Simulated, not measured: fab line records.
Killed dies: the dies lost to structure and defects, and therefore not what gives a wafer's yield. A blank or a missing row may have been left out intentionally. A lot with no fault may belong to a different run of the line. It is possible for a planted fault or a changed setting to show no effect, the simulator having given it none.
A lot that was struck, set against a sound lot | flow sky130 | 15 steps out of a route of 708
Sound: these wafers, L828.3, L828.4, L828.6. Struck: wafer L834.6. Last of all comes the cause.
Order at every step that has rows: each side's tool, ch and its chambers, its first start. Under that, the readings that differ: sound wafers | struck wafers | difference of the means | sigmas: that difference in standard deviations of wafers without a fault.
alike: readings whose means differ by less than 2 such deviations, and words and numbers that are the same on both sides. not compared: withheld readings, readings that some wafer has no value for, bounds like >300 that may hide the same value, and numbers for which the record gives no deviation and whose values overlap.
A row with sigmas, a row that says differs or no value, or rows on one side alone: a step with any of these is where the two part. Numbers that have no deviation but don't overlap get no sigmas and don't part them. Lack of a reading on every wafer of one side parts them only where that side has two or more wafers.

first, 4 steps without rows for these wafers: SKY_DNWELL_EXPOSE_04 (exposes mask DNM, target cd 3000 nm); SKY_DNWELL_PEB_05; SKY_DNWELL_DEVELOP_06 (develop time 60 s); SKY_DNWELL_IMPLANT_07.
SKY_DNWELL_STRIP_08: strips in O2/N2.
  sound on plasma asher-04 ch 0,1, day 4 13:32; struck on plasma asher-03 ch 1, day 5 20:37
  alike: drypump motor current A, oes product au, strip time to endpoint s
  not compared: rf hours counter h
SKY_DNWELL_TW_MEAS_09:
  struck on film metro-01, day 5 20:42; sound on film metro-02, day 4 13:38
  alike: DNWELL_TW
then, 6 steps without rows for these wafers: SKY_PWDE_DEHYDRATE_00 (time 60 s); SKY_PWDE_HMDS_01 (prime time 60 s); SKY_PWDE_COAT_02 (resist thk 3000 nm); SKY_PWDE_SOFTBAKE_03; SKY_PWDE_EXPOSE_04 (exposes mask PWDEM, target cd 840 nm); SKY_PWDE_PEB_05.
SKY_PWDE_DEVELOP_06: develop time 60 s.
  sound on litho track-02 ch 0, day 5 07:00; struck on litho track-02 ch 0, day 6 15:00
SKY_PWDE_OVL_MEAS_07:
  struck on overlay-02, day 6 15:17; sound on overlay-01, day 5 07:22
  not compared: PWDE_OVL
after that, 1 step had no rows for these wafers: SKY_PWDE_IMPLANT_08.

WHERE THEY PART
Nowhere in this record.

WHY: the cause the simulator had injected
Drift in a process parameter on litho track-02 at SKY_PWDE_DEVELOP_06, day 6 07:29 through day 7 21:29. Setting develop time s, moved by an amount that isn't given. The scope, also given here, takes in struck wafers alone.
